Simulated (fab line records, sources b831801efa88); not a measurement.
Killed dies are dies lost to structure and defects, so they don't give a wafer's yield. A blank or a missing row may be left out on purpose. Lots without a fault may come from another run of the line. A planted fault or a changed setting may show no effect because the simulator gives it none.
fab line records | flow sky130 | part 1 of 2: steps 1 to 30 of 40
record lots=5 wafers=15 last_day=49
route steps=708 shown LOCAL_INTERCONNECT@393 CONTACT@406
lots that met no fault: from a run of the same line without faults
start_h: hours from the record's first day to the start of the lot's first wafer shown | wait_h: hours since the lot's step before | " the same as in the row above | L1.1+2: a row that stands for several wafers | - no value, or no start given | * or withheld: withheld | < > ~ a bound
route shown NAME@n: a module of which the file shows steps, and the number in the route of the first | usual: mean/standard deviation of fault-free wafers | same: alike in all rows | chamber/n: place in a boat | sites: the reading at each site | _std_site: their standard deviation | _edge_site: outer sites' mean less inner sites' | radius_mm: how far each site lies from the wafer's centre | mask NAME#n: copy n | behind: the tool/chamber that last shaped the wafer | hold: why the lot was held/for how many hours/how that ended | device: the transistor (n, p or np) that didn't switch | end of line: the same wafers' tests at the end of the route | a step without rows: its recipe alone | killed: dies lost to structure and defects at the first sort, not the wafer's yield | map: a wafer's dies, x killed, . not, _ none there
set.NAME: the setting as run; set.NAME@STEP: as run at that earlier step | model.NAME: the simulator's own value behind a step, which no gauge read
lots at some steps of the route; a table a step, a row a wafer
services: from which hour (start_h, from the record's first day; less than 0 if before it) a tool's chamber was out of use, for how many hours, and why
## steps
# step SKY_LOCAL_INTERCONNECT_COAT_06
# recipe resist=KrF-thick spin_rpm=3034 resist_thk_nm=450
# columns lot.wafer tool chamber start_h wait_h
L085.2+3+5 litho_track-01 0 - -
L084.1+3+4 litho_track-03 0 - -
L091.2+4+5 litho_track-03 0 - -
L092.2+4+6 litho_track-03 0 - -
L094.2+3+5 litho_track-03 0 - -
# step SKY_LOCAL_INTERCONNECT_SOFTBAKE_07
# recipe temp_c=100 time_s=90 resist=KrF-thick
# usual plate_temp_C=99.98/0.12
# columns lot.wafer tool chamber start_h wait_h plate_temp_C
L085.2 litho_track-01 0 - - 99.78
L085.3 " 0 " " 99.87
L085.5 " 0 " " 99.93
L084.1 litho_track-03 0 - - 100.09
L084.3 " 0 " " 99.87
L084.4 " 0 " " 99.83
L091.2 litho_track-03 0 - - 100.02
L091.4 " 0 " " 100.04
L091.5 " 0 " " 100.08
L092.2 litho_track-03 0 - - 99.92
L092.4 " 0 " " 99.99
L092.6 " 0 " " 100.01
L094.2 litho_track-03 0 - - 99.89
L094.3 " 0 " " 99.85
L094.5 " 0 " " 99.92
# step SKY_LOCAL_INTERCONNECT_EXPOSE_08
# recipe mask_id=LI1M na=0.8 source_shape=annular sigma_inner=0.55 sigma_outer=0.85 target_cd_nm=170 dose_mj=28
# columns lot.wafer tool chamber start_h wait_h mask
L085.2+3+5 krf_scanner-01 0 - - LI1M#0
L084.1+3+4 krf_scanner-01 0 - - LI1M#0
L091.2+4+5 krf_scanner-02 0 - - LI1M#0
L092.2+4+6 krf_scanner-01 0 - - LI1M#0
L094.2+3+5 krf_scanner-02 0 - - LI1M#0
# step SKY_LOCAL_INTERCONNECT_PEB_09
# recipe peb_temp_c=withheld peb_time_s=withheld resist=KrF-thick
# columns lot.wafer tool chamber start_h wait_h
L085.2+3+5 litho_track-04 0 - -
L084.1+3+4 litho_track-01 0 - -
L091.2+4+5 litho_track-01 0 - -
L092.2+4+6 litho_track-04 0 - -
L094.2+3+5 litho_track-01 0 - -
# step SKY_LOCAL_INTERCONNECT_DEVELOP_10
# recipe develop_time_s=60 resist=KrF-thick dev_temp_c=21
# columns lot.wafer tool chamber start_h wait_h
L085.2+3+5 litho_track-04 0 - -
L084.1+3+4 litho_track-01 0 - -
L091.2+4+5 litho_track-01 0 - -
L092.2+4+6 litho_track-04 0 - -
L094.2+3+5 litho_track-01 0 - -
# step SKY_LOCAL_INTERCONNECT_CD_MEAS_11
# recipe target_cd_nm=170
# usual cd_nm=169.7/1.7
# columns lot.wafer tool chamber start_h wait_h cd_nm
L085.2 cd_sem-01 - 791.93 - 172.0
L085.3 " - " " 171.6
L085.5 " - " " 171.4
L084.1 cd_sem-01 - 792.77 - 169.5
L084.3 " - " " 168.8
L084.4 " - " " 170.1
L091.2 cd_sem-02 - 841.24 - 170.0
L091.4 " - " " 168.6
L091.5 " - " " 170.4
L092.2 cd_sem-01 - 846.98 - 173.7
L092.4 " - " " 173.4
L092.6 " - " " 174.7
L094.2 cd_sem-01 - 859.19 - 168.4
L094.3 " - " " 168.1
L094.5 " - " " 168.1
# step SKY_LOCAL_INTERCONNECT_OVL_MEAS_12
# usual LOCAL_INTERCONNECT_OVL=0/4.8
# columns lot.wafer tool chamber start_h wait_h LOCAL_INTERCONNECT_OVL[nm]
L085.2 overlay-02 - 792.04 0.1 0
L085.3 " - " " -3
L085.5 " - " " -1
L084.1 overlay-02 - 792.89 0.1 6
L084.3 " - " " 8
L084.4 " - " " 1
L091.2 overlay-01 - 841.35 0.1 -7
L091.4 " - " " -5
L091.5 " - " " 0
L092.2 overlay-01 - 847.09 0.1 1
L092.4 " - " " -2
L092.6 " - " " 8
L094.2 overlay-01 - 859.30 0.1 3
L094.3 " - " " 4
L094.5 " - " " 8
# step SKY_LOCAL_INTERCONNECT_ETCH_13
# recipe chemistry=N2/H2 target=BARC ion_energy_ev=200 bias_w=100 pressure_mtorr=30 n2_flow_sccm=100 h2_flow_sccm=200 icp_w=517.8 stop_on=SiO2 time_s=45.9 target_depth_a=600
# usual drypump_motor_current_A=6.0/0.35 oes_product_au=0.855/0.0047 throttle_valve_pct=13.225/0.0084
# columns lot.wafer tool chamber start_h wait_h drypump_motor_current_A oes_product_au rf_hours_counter_h throttle_valve_pct
L085.2 rie_metal-04 0 792.07 0.0 6.0 0.854 7 13.236
L085.3 " 1 " " 5.5 0.855 - 13.234
L085.5 " 1 " " 5.5 0.854 - 13.233
L084.1 rie_metal-03 1 792.93 0.0 5.9 0.851 2 13.236
L084.3 " 0 " " 6.2 0.863 - 13.225
L084.4 " 1 " " 5.9 0.851 - 13.239
L091.2 rie_metal-01 0 841.38 0.0 6.4 0.859 13 13.229
L091.4 " 1 " " 6.4 0.864 - 13.250
L091.5 " 0 " " 6.4 0.854 - 13.226
L092.2 rie_metal-04 0 847.12 0.0 5.9 0.855 8 13.219
L092.4 " 1 " " 5.5 0.852 - 13.220
L092.6 " 1 " " 5.5 0.855 - 13.235
L094.2 rie_metal-01 0 859.33 0.0 6.4 0.851 14 13.231
L094.3 " 1 " " 6.5 0.856 - 13.220
L094.5 " 0 " " 6.4 0.867 - 13.237
# step SKY_LOCAL_INTERCONNECT_METAL_ETCH_14
# recipe target_depth_nm=110 stop_on=PSG chemistry=Cl2/BCl3 target=TiN resist_sidewall_deg=88 pressure_mtorr=10 icp_w=900 bias_w=48.5 Cl2_flow_sccm=60 bcl3_flow_sccm=30 time_s=31.4
# usual drypump_motor_current_A=6.0/0.34 oes_product_au=0.939/0.0068 throttle_valve_pct=21.902/0.01
# columns lot.wafer tool chamber start_h wait_h drypump_motor_current_A oes_product_au rf_hours_counter_h throttle_valve_pct
L085.2 rie_metal-04 0 792.13 0.0 6.0 0.940 7 21.906
L085.3 " 1 " " 5.4 0.947 - 21.906
L085.5 " 1 " " 5.4 0.949 - 21.885
L084.1 rie_metal-03 1 792.99 0.0 5.9 0.948 3 21.895
L084.3 " 0 " " 6.2 0.949 - 21.888
L084.4 " 1 " " 5.9 0.947 - 21.894
L091.2 rie_metal-01 0 841.44 0.0 6.4 0.943 13 21.883
L091.4 " 1 " " 6.4 0.938 - 21.907
L091.5 " 0 " " 6.4 0.951 - 21.899
L092.2 rie_metal-04 0 847.18 0.0 6.0 0.933 8 21.890
L092.4 " 1 " " 5.5 0.934 - 21.910
L092.6 " 1 " " 5.5 0.940 - 21.898
L094.2 rie_metal-01 0 859.39 0.0 6.3 0.938 14 21.885
L094.3 " 1 " " 6.4 0.941 - 21.912
L094.5 " 0 " " 6.3 0.955 - 21.888
# step SKY_LOCAL_INTERCONNECT_STRIP_15
# recipe chemistry=O2/N2 power_w=1400 pressure_mtorr=1500 platen_temp_c=withheld o2_flow_sccm=3000 n2_flow_sccm=300 overash_fraction=0.5
# usual drypump_motor_current_A=5.68/0.2 oes_product_au=0.425/0.0047 strip_time_to_endpoint_s=4.683/0.019
# columns lot.wafer tool chamber start_h wait_h drypump_motor_current_A oes_product_au rf_hours_counter_h strip_time_to_endpoint_s
L085.2 plasma_asher-04 1 792.18 0.0 5.50 0.421 68 4.704
L085.3 " 1 " " 5.52 0.425 - 4.668
L085.5 " 1 " " 5.54 0.430 - 4.662
L084.1 plasma_asher-02 0 793.04 0.0 5.23 0.425 5 4.714
L084.3 " 0 " " 5.23 0.421 - 4.719
L084.4 " 1 " " 6.11 0.423 - 4.697
L091.2 plasma_asher-04 0 841.49 0.0 5.82 0.434 75 4.694
L091.4 " 0 " " 5.84 0.431 - 4.684
L091.5 " 1 " " 5.54 0.418 - 4.694
L092.2 plasma_asher-03 1 847.23 0.0 5.72 0.423 95 4.721
L092.4 " 1 " " 5.72 0.425 - 4.699
L092.6 " 0 " " 5.69 0.424 - 4.686
L094.2 plasma_asher-04 1 859.44 0.0 5.50 0.424 77 4.684
L094.3 " 0 " " 5.82 0.425 - 4.703
L094.5 " 0 " " 5.86 0.431 - 4.673
# step SKY_LOCAL_INTERCONNECT_STRIP_16
# recipe chemistry=post_etch_residue_remover time_s=1200 temp_c=72.5
# columns lot.wafer tool chamber start_h wait_h
L085.2+3+5 wet_bench-02 1 792.28 0.1
L084.1+3+4 wet_bench-01 3 793.14 0.1
L091.2+4+5 wet_bench-04 1 841.59 0.1
L092.2+4+6 wet_bench-01 1 847.33 0.1
L094.2+3+5 wet_bench-01 3 859.54 0.1
# step SKY_LOCAL_INTERCONNECT_CLEAN_17
# recipe chemistry=IPA time_s=180 temp_c=25
# columns lot.wafer tool chamber start_h wait_h
L085.2+3+5 wet_bench-01 1 792.62 0.0
L084.1+3+4 wet_bench-04 3 793.48 0.0
L091.2+4+5 wet_bench-02 0 841.93 0.0
L092.2+4+6 wet_bench-04 3 847.70 0.0
L094.2+3+5 wet_bench-04 2 859.88 0.0
# step SKY_LOCAL_INTERCONNECT_CLEAN_18
# recipe chemistry=O3/DIW dry=n2_spin
# columns lot.wafer tool chamber start_h wait_h
L085.2+3+5 wet_bench-04 3 792.68 0.0
L084.1+3+4 wet_bench-02 3 793.54 0.0
L091.2+4+5 wet_bench-01 3 842.00 0.0
L092.2+4+6 wet_bench-02 3 847.76 0.0
L094.2+3+5 wet_bench-01 2 859.94 0.0
# step SKY_CONTACT_CVD_00
# recipe material=Si3N4 target_thk_nm=75 temp_c=400 time_s=withheld rf_w=450
# usual heater_power_w=728/110
# columns lot.wafer tool chamber start_h wait_h heater_power_w
L085.2 pecvd-01 1 792.77 0.0 623
L085.3 " 2 " " 711
L085.5 " 2 " " 558
L084.1 pecvd-02 1 793.63 0.0 590
L084.3 " 2 " " 870
L084.4 " 1 " " 592
L091.2 pecvd-02 0 842.10 0.0 686
L091.4 " 2 " " 849
L091.5 " 2 " " 847
L092.2 pecvd-03 0 847.86 0.0 703
L092.4 " 0 " " 713
L092.6 " 1 " " 951
L094.2 pecvd-02 2 860.03 0.0 868
L094.3 " 1 " " 574
L094.5 " 1 " " 582
# step SKY_CONTACT_THK_MEAS_01
# recipe reads=Si3N4_of_CONTACT_CVD_00
# usual CONTACT_CVD_00_THK=74.8/1
# columns lot.wafer tool chamber start_h wait_h CONTACT_CVD_00_THK[nm]
L085.2 film_metro-01 - 792.81 - 75.3
L085.3 " - " " 74.6
L085.5 " - " " 76.3
L084.1 film_metro-01 - 793.66 - 74.9
L084.3 " - " " 74.0
L084.4 " - " " 76.2
L091.2 film_metro-03 - 842.16 - 72.7
L091.4 " - " " 74.2
L091.5 " - " " 74.9
L092.2 film_metro-03 - 847.90 - 74.8
L092.4 " - " " 76.9
L092.6 " - " " 77.1
L094.2 film_metro-03 - 860.07 - 73.6
L094.3 " - " " 74.9
L094.5 " - " " 74.7
# step SKY_CONTACT_HDPCVD_02
# recipe material=SiO2 target_thk_nm=565 sigma_open_frac=0.3 time_s=94.2 temp_c=600 sih4_flow_sccm=60 pressure_mtorr=6
# usual pressure_mtorr=6.000/0.012
# columns lot.wafer tool chamber start_h wait_h pressure_mtorr
L085.2 hdpcvd-02 0 792.86 0.0 6.002
L085.3 " 1 " " 6.024
L085.5 " 0 " " 5.988
L084.1 hdpcvd-02 0 793.72 0.1 5.977
L084.3 " 1 " " 6.007
L084.4 " 2 " " 5.974
L091.2 hdpcvd-02 1 842.21 0.0 6.004
L091.4 " 1 " " 5.985
L091.5 " 0 " " 5.995
L092.2 hdpcvd-01 1 847.95 0.0 5.987
L092.4 " 2 " " 6.007
L092.6 " 1 " " 5.991
L094.2 hdpcvd-02 0 860.12 0.0 5.994
L094.3 " 2 " " 5.988
L094.5 " 1 " " 5.975
# step SKY_CONTACT_THK_MEAS_03
# recipe reads=SiO2_of_CONTACT_HDPCVD_02
# usual CONTACT_HDPCVD_THK=565/5.2
# columns lot.wafer tool chamber start_h wait_h CONTACT_HDPCVD_THK[nm]
L085.2 film_metro-02 - 792.94 0.0 567
L085.3 " - " " 562
L085.5 " - " " 567
L084.1 film_metro-02 - 793.79 0.0 568
L084.3 " - " " 567
L084.4 " - " " 577
L091.2 film_metro-02 - 842.28 0.0 558
L091.4 " - " " 563
L091.5 " - " " 562
L092.2 film_metro-01 - 848.03 0.0 555
L092.4 " - " " 566
L092.6 " - " " 562
L094.2 film_metro-01 - 860.20 0.0 561
L094.3 " - " " 570
L094.5 " - " " 566
# step SKY_CONTACT_CMP_04
# recipe material=SiO2 down_force_psi=4 platen_rpm=60 pad_velocity_m_s=0.94248
# usual motor_current_A=12.0/1.1 time_to_endpoint_s=84/3.4
# columns lot.wafer tool chamber start_h wait_h motor_current_A time_to_endpoint_s
L085.3 cmp-02 3 792.99 0.0 10.0 84
L085.2 " 0 " " 12.6 84
L085.5 " 0 " " 13.4 81
L084.1 cmp-02 2 793.85 0.1 12.2 84
L084.4 " 3 " " 10.4 89
L084.3 " 1 " " 12.4 89
L091.4 cmp-01 1 842.43 0.1 12.1 86
L091.2 " 2 " " 10.7 82
L091.5 " 3 " " 11.1 85
L092.2 cmp-02 0 848.18 0.1 12.3 83
L092.4 " 1 " " 13.1 85
L092.6 " 0 " " 13.1 87
L094.2 cmp-01 2 860.25 0.0 11.3 90
L094.3 " 1 " " 11.9 90
L094.5 " 3 " " 11.7 88
# step SKY_CONTACT_BOW_MEAS_05
# recipe mode=bow
# usual CONTACT_BOW=83/7.1
# columns lot.wafer tool chamber start_h wait_h CONTACT_BOW[um]
L085.2 film_metro-01 - 793.31 0.2 83
L085.3 " - " " 85
L085.5 " - " " 82
L084.1 film_metro-01 - 794.15 0.2 84
L084.3 " - " " 77
L084.4 " - " " 81
L091.2 film_metro-01 - 842.65 0.1 93
L091.4 " - " " 84
L091.5 " - " " 94
L092.2 film_metro-03 - 848.50 0.3 81
L092.4 " - " " 85
L092.6 " - " " 81
L094.2 film_metro-03 - 860.57 0.3 89
L094.3 " - " " 81
L094.5 " - " " 74
# step SKY_CONTACT_DEHYDRATE_06
# recipe temp_c=200 time_s=60
# usual plate_temp_C=200.01/0.16
# columns lot.wafer tool chamber start_h wait_h plate_temp_C
L085.2 litho_track-01 0 806.04 12.7 199.96
L085.3 " 0 " " 199.91
L085.5 " 0 " " 199.95
L084.1 litho_track-04 0 806.66 12.5 200.12
L084.3 " 0 " " 200.35
L084.4 " 0 " " 200.09
L091.2 litho_track-02 0 854.35 11.7 200.27
L091.4 " 0 " " 200.16
L091.5 " 0 " " 200.14
L092.2 litho_track-04 0 860.73 12.2 199.81
L092.4 " 0 " " 200.12
L092.6 " 0 " " 199.87
L094.2 litho_track-04 0 872.78 12.2 199.75
L094.3 " 0 " " 199.91
L094.5 " 0 " " 199.74
# step SKY_CONTACT_HMDS_07
# recipe prime_time_s=60 prime_temp_c=120
# columns lot.wafer tool chamber start_h wait_h
L085.2+3+5 litho_track-01 0 806.19 0.1
L084.1+3+4 litho_track-04 0 806.81 0.1
L091.2+4+5 litho_track-02 0 854.50 0.1
L092.2+4+6 litho_track-04 0 860.88 0.1
L094.2+3+5 litho_track-04 0 872.93 0.1
# step SKY_CONTACT_COAT_08
# recipe resist=BARC temp_c=withheld time_s=withheld spin_rpm=3000 resist_thk_nm=60
# columns lot.wafer tool chamber start_h wait_h
L085.2+3+5 litho_track-01 0 806.34 0.1
L084.1+3+4 litho_track-04 0 806.96 0.1
L091.2+4+5 litho_track-02 0 854.65 0.1
L092.2+4+6 litho_track-04 0 861.03 0.1
L094.2+3+5 litho_track-04 0 873.08 0.1
# step SKY_CONTACT_COAT_09
# recipe resist=KrF-thick spin_rpm=3000 resist_thk_nm=450
# columns lot.wafer tool chamber start_h wait_h
L085.2+3+5 litho_track-01 0 - -
L084.1+3+4 litho_track-04 0 - -
L091.2+4+5 litho_track-02 0 - -
L092.2+4+6 litho_track-04 0 - -
L094.2+3+5 litho_track-04 0 - -
# step SKY_CONTACT_SOFTBAKE_10
# recipe temp_c=100 time_s=90 resist=KrF-thick
# usual plate_temp_C=100.00/0.15
# columns lot.wafer tool chamber start_h wait_h plate_temp_C
L085.2 litho_track-01 0 - - 100.11
L085.3 " 0 " " 100.05
L085.5 " 0 " " 100.17
L084.1 litho_track-04 0 - - 100.18
L084.3 " 0 " " 100.27
L084.4 " 0 " " 99.88
L091.2 litho_track-02 0 - - 99.92
L091.4 " 0 " " 100.02
L091.5 " 0 " " 100.02
L092.2 litho_track-04 0 - - 99.87
L092.4 " 0 " " 99.92
L092.6 " 0 " " 100.04
L094.2 litho_track-04 0 - - 99.89
L094.3 " 0 " " 99.88
L094.5 " 0 " " 100.08
# step SKY_CONTACT_EXPOSE_11
# recipe mask_id=CTM1 na=0.8 source_shape=annular sigma_inner=0.55 sigma_outer=0.85 target_cd_nm=170 dose_mj=38
# columns lot.wafer tool chamber start_h wait_h mask
L085.2+3+5 krf_scanner-02 0 - - CTM1#0
L084.1+3+4 krf_scanner-02 0 - - CTM1#0
L091.2+4+5 krf_scanner-01 0 - - CTM1#0
L092.2+4+6 krf_scanner-02 0 - - CTM1#0
L094.2+3+5 krf_scanner-01 0 - - CTM1#0
# step SKY_CONTACT_PEB_12
# recipe peb_temp_c=withheld peb_time_s=withheld resist=KrF-thick
# columns lot.wafer tool chamber start_h wait_h
L085.2+3+5 litho_track-02 0 - -
L084.1+3+4 litho_track-01 0 - -
L091.2+4+5 litho_track-01 0 - -
L092.2+4+6 litho_track-02 0 - -
L094.2+3+5 litho_track-01 0 - -
# step SKY_CONTACT_DEVELOP_13
# recipe develop_time_s=60 resist=KrF-thick dev_temp_c=21
# columns lot.wafer tool chamber start_h wait_h
L085.2+3+5 litho_track-02 0 - -
L084.1+3+4 litho_track-01 0 - -
L091.2+4+5 litho_track-01 0 - -
L092.2+4+6 litho_track-02 0 - -
L094.2+3+5 litho_track-01 0 - -
# step SKY_CONTACT_CD_MEAS_14
# recipe target_cd_nm=170
# usual cd_nm=170.3/1.4
# columns lot.wafer tool chamber start_h wait_h cd_nm
L085.2 cd_sem-01 - 819.84 - 168.8
L085.3 " - " " 169.6
L085.5 " - " " 169.8
L084.1 cd_sem-02 - 820.52 - 169.1
L084.3 " - " " 168.4
L084.4 " - " " 168.0
L091.2 cd_sem-02 - 867.99 - 170.6
L091.4 " - " " 170.8
L091.5 " - " " 170.8
L092.2 cd_sem-01 - 874.89 - 171.8
L092.4 " - " " 171.4
L092.6 " - " " 170.5
L094.2 cd_sem-02 - 886.29 - 168.2
L094.3 " - " " 167.4
L094.5 " - " " 168.4
# step SKY_CONTACT_OVL_MEAS_15
# usual CONTACT_OVL=-1/4.6
# columns lot.wafer tool chamber start_h wait_h CONTACT_OVL[nm]
L085.2 overlay-01 - 819.95 0.1 -5
L085.3 " - " " -3
L085.5 " - " " -4
L084.1 overlay-01 - 820.64 0.1 4
L084.3 " - " " 11
L084.4 " - " " 3
L091.2 overlay-02 - 868.10 0.1 -1
L091.4 " - " " -1
L091.5 " - " " 8
L092.2 overlay-02 - 875.00 0.1 -3
L092.4 " - " " 0
L092.6 " - " " -1
L094.2 overlay-01 - 886.40 0.1 -2
L094.3 " - " " 8
L094.5 " - " " 4
# step SKY_CONTACT_ETCH_16
# recipe chemistry=N2/H2 target=BARC ion_energy_ev=200 source_w=500 bias_w=100 pressure_mtorr=30 n2_flow_sccm=100 h2_flow_sccm=200 stop_on=SiO2 time_s=45.9 target_depth_a=600
# usual drypump_motor_current_A=5.6/0.53 oes_product_au=0.854/0.0049 throttle_valve_pct=13.224/0.0085
# columns lot.wafer tool chamber start_h wait_h drypump_motor_current_A oes_product_au rf_hours_counter_h throttle_valve_pct
L085.2 rie_diel-03 1 819.98 0.0 6.5 0.852 7 13.227
L085.3 " 2 " " 5.4 0.858 8 13.219
L085.5 " 1 " " 6.5 0.855 - 13.225
L084.1 rie_diel-02 2 820.68 0.0 5.9 0.851 3 13.221
L084.3 " 3 " " 6.0 0.849 16 13.242
L084.4 " 2 " " 5.9 0.845 - 13.231
L091.2 rie_diel-02 0 868.13 0.0 5.5 0.853 17 13.232
L091.4 " 0 " " 5.5 0.847 - 13.234
L091.5 " 2 " " 5.9 0.849 - 13.204
L092.2 rie_diel-02 2 875.03 0.0 5.9 0.853 4 13.223
L092.4 " 0 " " 5.4 0.849 17 13.219
L092.6 " 2 " " 5.9 0.852 - 13.216
L094.2 rie_diel-04 2 886.43 0.0 4.8 0.853 18 13.229
L094.3 " 0 " " 5.5 0.858 11 13.230
L094.5 " 2 " " 4.8 0.849 - 13.243
